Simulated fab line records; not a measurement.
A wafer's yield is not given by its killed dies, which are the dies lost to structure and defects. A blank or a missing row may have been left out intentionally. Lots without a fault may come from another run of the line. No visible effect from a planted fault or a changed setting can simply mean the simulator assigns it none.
fab line records + flow sky130
record:
- lots: 7
- wafers: 21
- last-day: 49
route steps=708 shown FIELD_ISO@4 PAD_OPEN@708
lots that met no fault: from a run of the same line without faults
start-h: start of the lot's first displayed wafer, in hours after the record's first day + wait-h: hours elapsed since this lot's preceding step + " as in the row above + L1.1+2: several wafers, shown together as one row + - either no value or no given start + * or withheld: withheld + < > ~ a bound
route shown NAME@n: NAME is a module with steps in the file, n the number in the route of the first one + usual: the fault-free wafers' mean and standard deviation + same: alike in all rows + chamber/n: place in a boat + sites: per-site readings + _std_site: the values' standard deviation + _edge_site: inner sites' mean taken away from outer sites' mean + radius-mm: how far each site lies from the wafer's centre + mask NAME#n: copy n + behind: the last tool/chamber to shape the wafer + hold: cause of the lot's hold/its duration in hours/its outcome + device: the transistor (n, p or np) that didn't switch + end of line: at the end of the route, the tests of the same wafers + for a step that has no rows: nothing shown but its recipe + killed: the dies lost at the first sort to structure and to defects; this is not the yield of the wafer + map: dies across one wafer; x = killed, . = not, _ = none there
set.NAME: the setting as run; set.NAME@STEP: as run at that earlier step + model.NAME: the simulator's own value behind a step, which no gauge read
lots at selected steps of the route; one table per step, one row per wafer
services: when a tool's chamber went out of use (start-h, in hours from the record's first day, below 0 if earlier), for how many hours, and the reason
== steps ==
step: SKY_FIELD_ISO_CVD_03
recipe:
- material: Si3N4
- precursor: DCS/NH3
- target-thk-nm: 165
- temp-c: 770
- time-s: 2830
- pressure-mtorr: 250
step: SKY_FIELD_ISO_THK_MEAS_04
recipe:
- reads: Si3N4_of_FIELD_ISO_CVD_03
usual:
- FIELD_ISO_CVD_03_THK: 164.5/1.4
| lot.wafer | tool          | chamber | start-h | wait-h | FIELD_ISO_CVD_03_THK[nm] |
|-----------|---------------|---------|---------|--------|--------------------------|
| L972.2    | film-metro-02 | -       | 20.22   | 0.0    | 165.3                    |
| L972.5    | "             | -       | "       | "      | 166.4                    |
| L972.6    | "             | -       | "       | "      | 164.3                    |
| L980.1    | film-metro-04 | -       | 59.67   | 0.0    | 164.4                    |
| L980.2    | "             | -       | "       | "      | 164.4                    |
| L980.4    | "             | -       | "       | "      | 164.0                    |
| L983.2    | film-metro-04 | -       | 79.87   | 0.0    | 163.0                    |
| L983.4    | "             | -       | "       | "      | 162.6                    |
| L983.5    | "             | -       | "       | "      | 163.4                    |
| L984.3    | film-metro-02 | -       | 84.08   | 0.0    | 162.4                    |
| L984.5    | "             | -       | "       | "      | 164.6                    |
| L984.6    | "             | -       | "       | "      | 164.0                    |
| L985.2    | film-metro-01 | -       | 85.85   | 0.0    | 165.1                    |
| L985.4    | "             | -       | "       | "      | 165.4                    |
| L985.6    | "             | -       | "       | "      | 165.5                    |
| L991.1    | film-metro-02 | -       | 114.31  | 0.0    | 165.6                    |
| L991.2    | "             | -       | "       | "      | 166.6                    |
| L991.4    | "             | -       | "       | "      | 167.3                    |
| L992.1    | film-metro-04 | -       | 119.13  | 0.0    | 164.8                    |
| L992.3    | "             | -       | "       | "      | 164.2                    |
| L992.5    | "             | -       | "       | "      | 164.9                    |
step: SKY_FIELD_ISO_DEHYDRATE_05
recipe:
- temp-c: 200
- time-s: 60
step: SKY_FIELD_ISO_HMDS_06
recipe:
- prime-time-s: 60
- prime-temp-c: 120
step: SKY_FIELD_ISO_COAT_07
recipe:
- resist: BARC
- temp-c: withheld
- time-s: withheld
- spin-rpm: 3000
- resist-thk-nm: 60
step: SKY_FIELD_ISO_COAT_08
recipe:
- resist: KrF-thick
- spin-rpm: 3000
- resist-thk-nm: 450
step: SKY_FIELD_ISO_SOFTBAKE_09
recipe:
- temp-c: 100
- time-s: 90
- resist: KrF-thick
step: SKY_FIELD_ISO_EXPOSE_10
recipe:
- mask-id: FOM
- na: 0.68
- source-shape: annular
- sigma-inner: 0.4
- sigma-outer: 0.8
- target-cd-nm: 150
- dose-mj: 28
step: SKY_FIELD_ISO_PEB_11
recipe:
- peb-temp-c: withheld
- peb-time-s: withheld
- resist: KrF-thick
step: SKY_FIELD_ISO_DEVELOP_12
recipe:
- develop-time-s: 60
- resist: KrF-thick
- dev-temp-c: 21
step: SKY_FIELD_ISO_CD_MEAS_13
recipe:
- target-cd-nm: 150
usual:
- cd-nm: 150.1/1.5
| lot.wafer | tool      | chamber | start-h | wait-h | cd-nm |
|-----------|-----------|---------|---------|--------|-------|
| L972.2    | cd-sem-01 | -       | 34.92   | -      | 149.4 |
| L972.5    | "         | -       | "       | "      | 151.2 |
| L972.6    | "         | -       | "       | "      | 151.3 |
| L980.1    | cd-sem-01 | -       | 75.22   | -      | 150.4 |
| L980.2    | "         | -       | "       | "      | 149.4 |
| L980.4    | "         | -       | "       | "      | 151.9 |
| L983.2    | cd-sem-01 | -       | 96.84   | -      | 148.8 |
| L983.4    | "         | -       | "       | "      | 149.5 |
| L983.5    | "         | -       | "       | "      | 149.6 |
| L984.3    | cd-sem-01 | -       | 101.70  | -      | 151.2 |
| L984.5    | "         | -       | "       | "      | 150.5 |
| L984.6    | "         | -       | "       | "      | 150.0 |
| L985.2    | cd-sem-01 | -       | 103.57  | -      | 149.8 |
| L985.4    | "         | -       | "       | "      | 148.5 |
| L985.6    | "         | -       | "       | "      | 147.4 |
| L991.1    | cd-sem-02 | -       | 132.68  | -      | 151.2 |
| L991.2    | "         | -       | "       | "      | 151.3 |
| L991.4    | "         | -       | "       | "      | 150.9 |
| L992.1    | cd-sem-01 | -       | 138.31  | -      | 151.3 |
| L992.3    | "         | -       | "       | "      | 150.5 |
| L992.5    | "         | -       | "       | "      | 149.6 |
step: SKY_FIELD_ISO_ETCH_14
recipe:
- chemistry: N2/H2
- target: BARC
- ion-energy-ev: 200
- source-w: 500
- bias-w: 100
- pressure-mtorr: 30
- n2-flow-sccm: 100
- h2-flow-sccm: 200
- stop-on: SiO2
- time-s: 45.9
- target-depth-a: 600
usual:
- drypump-motor-current-A: 5.6/0.45
- oes-product-au: 0.855/0.0047
- throttle-valve-pct: 13.224/0.0086
| lot.wafer | tool        | chamber | start-h | wait-h | drypump-motor-current-A | oes-product-au | rf-hours-counter-h | throttle-valve-pct |
|-----------|-------------|---------|---------|--------|-------------------------|----------------|--------------------|--------------------|
| L972.2    | rie-diel-01 | 1       | 35.02   | 0.1    | 5.8                     | 0.854          | 143                | 13.225             |
| L972.5    | "           | 1       | "       | "      | 5.8                     | 0.853          | -                  | 13.220             |
| L972.6    | "           | 2       | "       | "      | 6.2                     | 0.856          | -                  | 13.225             |
| L980.1    | rie-diel-04 | 3       | 75.34   | 0.1    | 5.3                     | 0.857          | 2                  | 13.227             |
| L980.2    | "           | 2       | "       | "      | 5.6                     | 0.862          | 120                | 13.218             |
| L980.4    | "           | 1       | "       | "      | 4.8                     | 0.856          | 47                 | 13.234             |
| L983.2    | rie-diel-04 | 2       | 96.94   | 0.1    | 5.5                     | 0.859          | 120                | 13.226             |
| L983.4    | "           | 0       | "       | "      | 6.3                     | 0.861          | 121                | 13.237             |
| L983.5    | "           | 1       | "       | "      | 4.7                     | 0.858          | -                  | 13.229             |
| L984.3    | rie-diel-04 | 2       | 101.78  | 0.1    | 5.5                     | 0.857          | 121                | 13.222             |
| L984.5    | "           | 1       | "       | "      | 4.7                     | 0.864          | -                  | 13.216             |
| L984.6    | "           | 0       | "       | "      | 6.3                     | 0.860          | -                  | 13.231             |
| L985.2    | rie-diel-04 | 1       | 103.67  | 0.1    | 4.8                     | 0.860          | 48                 | 13.232             |
| L985.4    | "           | 0       | "       | "      | 6.2                     | 0.854          | 122                | 13.222             |
| L985.6    | "           | 0       | "       | "      | 6.3                     | 0.858          | -                  | 13.242             |
| L991.1    | rie-diel-01 | 0       | 132.80  | 0.1    | 5.3                     | 0.859          | 96                 | 13.236             |
| L991.2    | "           | 1       | "       | "      | 5.8                     | 0.847          | 146                | 13.226             |
| L991.4    | "           | 2       | "       | "      | 6.2                     | 0.857          | 16                 | 13.234             |
| L992.1    | rie-diel-02 | 2       | 138.43  | 0.1    | 5.7                     | 0.852          | 97                 | 13.222             |
| L992.3    | "           | 0       | "       | "      | 5.2                     | 0.847          | 74                 | 13.219             |
| L992.5    | "           | 1       | "       | "      | 5.5                     | 0.854          | -                  | 13.230             |
step: SKY_FIELD_ISO_ETCH_15
recipe:
- chemistry: CHF3/O2
- target-depth-nm: 180
- stop-on: Si
- source-w: 600
- bias-w: 200
- pressure-mtorr: 40
- chf3-flow-sccm: 50
- O2_flow_sccm: 5
- time-s: 72
usual:
- chf3-flow-sccm: 50.00/0.15
- drypump-motor-current-A: 5.6/0.45
- oes-product-au: 0.944/0.0063
- throttle-valve-pct: 8.844/0.0098
| lot.wafer | tool        | chamber | start-h | wait-h | chf3-flow-sccm | drypump-motor-current-A | oes-product-au | rf-hours-counter-h | throttle-valve-pct | model.KrF-thick_of_FIELD_ISO_COAT_08.thk-nm |
|-----------|-------------|---------|---------|--------|----------------|-------------------------|----------------|--------------------|--------------------|---------------------------------------------|
| L972.2    | rie-diel-01 | 1       | 35.06   | 0.0    | 50.12          | 5.8                     | 0.945          | 143                | 8.855              | 236.3                                       |
| L972.5    | "           | 1       | "       | "      | 49.91          | 5.8                     | 0.948          | -                  | 8.851              | 236.8                                       |
| L972.6    | "           | 2       | "       | "      | 49.85          | 6.2                     | 0.945          | -                  | 8.832              | 235.5                                       |
| L980.1    | rie-diel-04 | 3       | 75.39   | 0.0    | 50.12          | 5.3                     | 0.938          | 2                  | 8.838              | 246.4                                       |
| L980.2    | "           | 2       | "       | "      | 49.83          | 5.5                     | 0.948          | 120                | 8.837              | 241.1                                       |
| L980.4    | "           | 1       | "       | "      | 49.87          | 4.7                     | 0.937          | 47                 | 8.833              | 240                                         |
| L983.2    | rie-diel-04 | 2       | 96.99   | 0.0    | 49.93          | 5.5                     | 0.937          | 120                | 8.855              | 240.9                                       |
| L983.4    | "           | 0       | "       | "      | 49.89          | 6.3                     | 0.909          | 121                | 8.844              | 257                                         |
| L983.5    | "           | 1       | "       | "      | 49.94          | 4.8                     | 0.942          | -                  | 8.833              | 238.4                                       |
| L984.3    | rie-diel-04 | 2       | 101.82  | 0.0    | 49.89          | 5.5                     | 0.894          | 121                | 8.843              | 259.2                                       |
| L984.5    | "           | 1       | "       | "      | 50.26          | 4.8                     | 0.947          | -                  | 8.847              | 236.3                                       |
| L984.6    | "           | 0       | "       | "      | 50.17          | 6.3                     | 0.939          | -                  | 8.846              | 237.1                                       |
| L985.2    | rie-diel-04 | 1       | 103.71  | 0.0    | 50.08          | 4.7                     | 0.935          | 48                 | 8.842              | 238.1                                       |
| L985.4    | "           | 0       | "       | "      | 50.04          | 6.3                     | 0.914          | 122                | 8.823              | 258.1                                       |
| L985.6    | "           | 0       | "       | "      | 50.03          | 6.3                     | 0.949          | -                  | 8.841              | 237.1                                       |
| L991.1    | rie-diel-01 | 0       | 132.84  | 0.0    | 49.69          | 5.3                     | 0.951          | 96                 | 8.872              | 237.6                                       |
| L991.2    | "           | 1       | "       | "      | 50.35          | 5.8                     | 0.953          | 146                | 8.838              | 238                                         |
| L991.4    | "           | 2       | "       | "      | 50.03          | 6.2                     | 0.951          | 16                 | 8.851              | 238.3                                       |
| L992.1    | rie-diel-02 | 2       | 138.47  | 0.0    | 49.99          | 5.7                     | 0.944          | 97                 | 8.846              | 237.8                                       |
| L992.3    | "           | 0       | "       | "      | 49.79          | 5.2                     | 0.941          | 74                 | 8.830              | 240.4                                       |
| L992.5    | "           | 1       | "       | "      | 49.91          | 5.5                     | 0.945          | -                  | 8.852              | 235.7                                       |
step: SKY_FIELD_ISO_STRIP_16
recipe:
- chemistry: O2/N2
- power-w: 1400
- pressure-mtorr: 1500
- platen-temp-c: withheld
- o2-flow-sccm: 3000
- n2-flow-sccm: 300
- overash-fraction: 0.5
usual:
- drypump-motor-current-A: 5.5/0.47
- oes-product-au: 0.379/0.0047
- strip-time-to-endpoint-s: 3.57/0.033
| lot.wafer | tool            | chamber | start-h | wait-h | drypump-motor-current-A | oes-product-au | rf-hours-counter-h | strip-time-to-endpoint-s |
|-----------|-----------------|---------|---------|--------|-------------------------|----------------|--------------------|--------------------------|
| L972.2    | plasma-asher-03 | 0       | 35.12   | 0.0    | 6.4                     | 0.379          | 36                 | 3.55                     |
| L972.5    | "               | 0       | "       | "      | 6.4                     | 0.387          | -                  | 3.55                     |
| L972.6    | "               | 1       | "       | "      | 5.4                     | 0.370          | -                  | 3.53                     |
| L980.1    | plasma-asher-03 | 0       | 75.44   | 0.0    | 6.5                     | 0.386          | 40                 | 3.65                     |
| L980.2    | "               | 1       | "       | "      | 5.4                     | 0.377          | 40                 | 3.60                     |
| L980.4    | "               | 1       | "       | "      | 5.4                     | 0.382          | -                  | 3.60                     |
| L983.2    | plasma-asher-03 | 1       | 97.04   | 0.0    | 5.4                     | 0.376          | 41                 | 3.60                     |
| L983.4    | "               | 1       | "       | "      | 5.4                     | 0.387          | -                  | 3.76                     |
| L983.5    | "               | 1       | "       | "      | 5.4                     | 0.377          | -                  | 3.57                     |
| L984.3    | plasma-asher-01 | 0       | 101.91  | 0.1    | 5.2                     | 0.386          | -                  | 3.80                     |
| L984.5    | "               | 0       | "       | "      | 5.2                     | 0.382          | -                  | 3.54                     |
| L984.6    | "               | 1       | "       | "      | 5.4                     | 0.369          | -                  | 3.54                     |
| L985.2    | plasma-asher-02 | 1       | 103.77  | 0.0    | 5.6                     | 0.375          | 31                 | 3.56                     |
| L985.4    | "               | 0       | "       | "      | 4.9                     | 0.391          | -                  | 3.78                     |
| L985.6    | "               | 0       | "       | "      | 4.9                     | 0.383          | -                  | 3.55                     |
| L991.1    | plasma-asher-03 | 1       | 132.90  | 0.0    | 5.4                     | 0.377          | 44                 | 3.56                     |
| L991.2    | "               | 0       | "       | "      | 6.5                     | 0.382          | 44                 | 3.58                     |
| L991.4    | "               | 0       | "       | "      | 6.4                     | 0.382          | -                  | 3.57                     |
| L992.1    | plasma-asher-03 | 1       | 138.53  | 0.0    | 5.4                     | 0.383          | 45                 | 3.56                     |
| L992.3    | "               | 0       | "       | "      | 6.4                     | 0.378          | -                  | 3.60                     |
| L992.5    | "               | 1       | "       | "      | 5.4                     | 0.374          | -                  | 3.55                     |
step: SKY_FIELD_ISO_ETCH_17
recipe:
- target-depth-a: 3420
- mask-material: Si3N4
- chemistry: HBr/Cl2/O2
- target: Si
- taper-deg: 5
- icp-w: 600
- bias-w: 150
- pressure-mtorr: 15
- HBr_flow_sccm: 150
- Cl2_flow_sccm: 40
- O2_flow_sccm: 6
- time-s: 97.7
usual:
- drypump-motor-current-A: 5.6/0.69
- oes-product-au: 1.004/0.011
- throttle-valve-pct: 25.653/0.011
| lot.wafer | tool      | chamber | start-h | wait-h | drypump-motor-current-A | oes-product-au | rf-hours-counter-h | throttle-valve-pct |
|-----------|-----------|---------|---------|--------|-------------------------|----------------|--------------------|--------------------|
| L972.2    | rie-si-01 | 2       | 35.22   | 0.1    | 4.9                     | 1.003          | 49                 | 25.666             |
| L972.5    | "         | 0       | "       | "      | 5.3                     | 0.992          | -                  | 25.672             |
| L972.6    | "         | 2       | "       | "      | 4.9                     | 1.005          | -                  | 25.656             |
| L980.1    | rie-si-02 | 0       | 75.54   | 0.1    | 4.7                     | 1.008          | 72                 | 25.660             |
| L980.2    | "         | 3       | "       | "      | 6.4                     | 1.003          | 34                 | 25.647             |
| L980.4    | "         | 1       | "       | "      | 5.7                     | 1.011          | 90                 | 25.670             |
| L983.2    | rie-si-02 | 1       | 97.14   | 0.1    | 5.7                     | 1.003          | 90                 | 25.669             |
| L983.4    | "         | 0       | "       | "      | 4.7                     | 1.013          | 73                 | 25.642             |
| L983.5    | "         | 0       | "       | "      | 4.7                     | 0.998          | -                  | 25.662             |
| L984.3    | rie-si-02 | 3       | 101.98  | 0.0    | 6.5                     | 0.997          | 34                 | 25.650             |
| L984.5    | "         | 3       | "       | "      | 6.4                     | 1.009          | -                  | 25.653             |
| L984.6    | "         | 2       | "       | "      | 5.1                     | 1.019          | -                  | 25.646             |
| L985.2    | rie-si-01 | 3       | 103.87  | 0.1    | 5.3                     | 0.979          | 83                 | 25.664             |
| L985.4    | "         | 3       | "       | "      | 5.3                     | 0.989          | -                  | 25.661             |
| L985.6    | "         | 0       | "       | "      | 5.5                     | 1.013          | -                  | 25.656             |
| L991.1    | rie-si-01 | 1       | 133.00  | 0.1    | 6.7                     | 1.007          | 3                  | 25.672             |
| L991.2    | "         | 0       | "       | "      | 5.4                     | 1.005          | 44                 | 25.649             |
| L991.4    | "         | 3       | "       | "      | 5.3                     | 0.979          | 83                 | 25.683             |
| L992.1    | rie-si-01 | 0       | 138.63  | 0.1    | 5.4                     | 1.005          | 44                 | 25.653             |
| L992.3    | "         | 3       | "       | "      | 5.3                     | 0.980          | 83                 | 25.682             |
| L992.5    | "         | 1       | "       | "      | 6.7                     | 1.001          | -                  | 25.660             |
step: SKY_PAD_OPEN_PROBE_99
usual:
- killed_at_M0_to_M3: 42/7.1
- killed_at_M4_up: 3.3/1.9
- killed-at-contacts: 24/5
- killed-at-front-end: 15/4.7
- killed-at-other: 0.3/0.61
- killed-dies: 86/9.6
- killed-on-rim: 17/3.8
- killed-open: 47/7.5
- killed-short: 38/6.6
same:
- gross-dies: 492
- killed-at-back-side: 0
| lot.wafer | tool      | chamber | start-h | wait-h | killed_at_M0_to_M3 | killed_at_M4_up | killed-at-contacts | killed-at-front-end | killed-at-other | killed-dies | killed-on-rim | killed-open | killed-short |
|-----------|-----------|---------|---------|--------|--------------------|-----------------|--------------------|---------------------|-----------------|-------------|---------------|-------------|--------------|
| L972.2    | prober-01 | -       | 1084.18 | 0.1    | 46                 | 3               | 20                 | 22                  | 0               | 91          | 17            | 43          | 48           |
| L972.5    | prober-01 | -       | 1084.33 | 0.2    | 42                 | 4               | 23                 | 20                  | 0               | 89          | 17            | 54          | 35           |
| L972.6    | prober-01 | -       | 1084.38 | 0.2    | 44                 | 2               | 31                 | 20                  | 0               | 97          | 18            | 58          | 38           |
| L983.4    | prober-02 | -       | 1151.17 | 0.2    | 51                 | 8               | 25                 | 14                  | 0               | 98          | 21            | 56          | 40           |
| L984.3    | prober-01 | -       | 1157.15 | 0.2    | 45                 | 4               | 29                 | 50                  | 0               | 128         | 44            | 49          | 49           |
| L985.2    | prober-02 | -       | 1162.62 | 0.1    | 49                 | 3               | 30                 | 16                  | 0               | 98          | 19            | 54          | 44           |
| L985.4    | prober-02 | -       | 1162.72 | 0.2    | 63                 | 4               | 27                 | 39                  | 0               | 133         | 42            | 60          | 43           |
| L985.6    | prober-02 | -       | 1162.82 | 0.2    | 43                 | 3               | 26                 | 12                  | 0               | 84          | 12            | 53          | 31           |
killed by level:class
L972.2 CONTACT:geometric-particle:open=9 VIA1:geometric-particle:short=9 VIA1:geometric-particle:open=9 FIELD_ISO:geometric-particle:short=8 POLY_GATE:geometric-particle:short=6 CONTACT:geometric-particle:short=6 METAL2:geometric-particle:short=6 VIA2:geometric-particle:open=6
L972.5 VIA2:geometric-particle:open=13 CONTACT:geometric-particle:open=11 VIA1:geometric-particle:open=8 POLY_GATE:geometric-particle:short=6 LI_CONTACT:geometric-particle:open=6 VIA2:geometric-particle:short=5 FIELD_ISO:geometric-particle:short=4 FIELD_ISO:geometric-particle:open=4
L972.6 CONTACT:geometric-particle:open=12 VIA2:geometric-particle:open=11 LI_CONTACT:geometric-particle:open=9 VIA3:geometric-particle:open=8 METAL1:geometric-particle:short=7 CONTACT:geometric-particle:short=6 VIA1:geometric-particle:open=6 FIELD_ISO:geometric-particle:short=5
L983.4 VIA1:geometric-particle:open=13 VIA2:geometric-particle:open=9 CONTACT:geometric-particle:open=8 LI_CONTACT:geometric-particle:open=7 VIA3:geometric-particle:open=7 CONTACT:geometric-particle:short=6 METAL3:geometric-particle:short=5 METAL2:geometric-particle:short=4
L984.3 FIELD_ISO:area-etch=30 VIA1:geometric-particle:open=10 CONTACT:geometric-particle:open=9 VIA3:geometric-particle:open=9 VIA3:geometric-particle:short=8 FIELD_ISO:geometric-particle:open=6 CONTACT:geometric-particle:short=6 FIELD_ISO:geometric-particle:short=5
L985.2 VIA1:geometric-particle:open=11 VIA3:geometric-particle:open=10 CONTACT:geometric-particle:open=8 LI_CONTACT:geometric-particle:open=7 LI_CONTACT:geometric-particle:short=6 METAL2:geometric-particle:short=6 VIA2:geometric-particle:open=6 VIA2:geometric-particle:short=6
L985.4 FIELD_ISO:area-etch=28 VIA1:geometric-particle:open=20 LI_CONTACT:geometric-particle:open=8 VIA2:geometric-particle:open=8 CONTACT:geometric-particle:open=8 VIA2:geometric-particle:short=6 FIELD_ISO:geometric-particle:open=5 LOCAL_INTERCONNECT:geometric-particle:short=5
L985.6 VIA1:geometric-particle:open=13 LI_CONTACT:geometric-particle:open=10 VIA3:geometric-particle:open=9 CONTACT:geometric-particle:open=7 METAL2:geometric-particle:short=6 FIELD_ISO:geometric-particle:open=5 LOCAL_INTERCONNECT:geometric-particle:short=5 METAL1:geometric-particle:short=4
map L983.4 (x killed, . not)
__________...xx..x.._________
________......x......._______
______.x.x..x..........._____
_____..x..x.....x..x.....____
____..x...x...x.x.....x..x___
___....x..x..x...x.....x...__
__...x.......x.......x......_
_.x.xx.x.....x.x..x....x.....
_....x.....x........x....x...
_x.x.x....x.xx.x..........x..
_x.........x......x..........
_.x....x.xx.x.x.x..x......x..
_.x....x..x......xx.x........
_....x.....x..x.x.....x......
_.x......x.....x......x.....x
__x...x....xx..x.....x.....x_
___...................x...x__
____.......x.............x___
_____....x..x.x....x...x.____
______........xx......x._____
________..x..x......x._______
__________.....x.x.x_________
map L984.3 (x killed, . not)
__________.......xxx_________
________xx.x....x.x..x_______
______.....xx.....x.x..x_____
_____........x.....x.....____
____x..x...x........xx..xx___
___xx..x.............x....x__
__..x................xx..x.._
_x..x........x.....x.x..x....
_xx..xx..x..x...x.......xx..x
_..xx.............x....xx..xx
_xx..........................
_x......x.x....x......x.x.xxx
_x.x.x...........x...x......x
_...xx...xx............x..xx.
_...x......x...x..........x..
__xxx....x......x.x..x......_
___x...x....x..........x..x__
____xxx..x.x....x.x....x.x___
_____x.x......x.x.....xxx____
______.xx..............._____
________x.x.xxxxx...x._______
__________xxxxx.x.x._________
== services ==
| tool            | chamber | start-h | hours | kind   |
|-----------------|---------|---------|-------|--------|
| rie-diel-04     | 0       | 24.74   | 6.6   | repair |
| rie-diel-02     | -       | 35.41   | 0.9   | repair |
| rie-diel-01     | 3       | 45.96   | 61.3  | repair |
| plasma-asher-01 | -       | 76.29   | 4.3   | pm     |
| plasma-asher-03 | -       | 78.19   | 18.8  | pm     |
| rie-diel-01     | 0       | 78.79   | 21.6  | repair |
| rie-diel-04     | 3       | 79.64   | 9.3   | repair |
| rie-diel-04     | 2       | 86.14   | 2.6   | repair |
| rie-si-01       | 2       | 92.60   | 3.9   | repair |
| rie-diel-01     | 1       | 94.53   | 3.9   | repair |
| rie-si-01       | 1       | 101.27  | 8.5   | repair |
| plasma-asher-01 | -       | 135.99  | 4.5   | repair |
== key ==
first-sign:
- step: SKY_FIELD_ISO_ETCH_15
- reading: oes-product-au
- direction: down
- sigmas: 6.1
- usual: 0.944
- struck: 0.906
effect:
- step: SKY_FIELD_ISO_STRIP_16
- reading: strip-time-to-endpoint-s
- direction: up
- sigmas: 6.3
- usual: *
- struck: *
effect:
- step: SKY_PAD_OPEN_PROBE_99
- reading: killed-at-front-end
- direction: up
- sigmas: 4
- usual: 15
- struck: 34
- wafers-moved: 2
model-effect:
- step: SKY_FIELD_ISO_ETCH_15
- value: KrF-thick_of_FIELD_ISO_COAT_08.thk-nm
- without: 236.4
- struck: 258.1
more-kills-born-at:
- SKY_FIELD_ISO_ETCH_15@rie-diel-04: 60
met-at SKY_FIELD_ISO_ETCH_15
struck-wafers L983.4,L984.3,L985.4
tester-left-out L983,L984,L985
onset-between 75.39 96.99
fault:
- kind: process-parameter-drift
- tool: rie-diel-04
- chamber: -
- onset-h: 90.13
- steps: SKY_FIELD_ISO_ETCH_15
- channel: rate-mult
- offset: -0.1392
- shape: step
- end-h: 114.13
- scope: struck-wafers-only
tester-left-out: of these lots the tester's yield and bins aren't shown, on N5 and GAA mostly nor the transistor test; their killed dies are dies lost to structure and defects alone, not to doping, threshold or leakage, so they don't give the yield
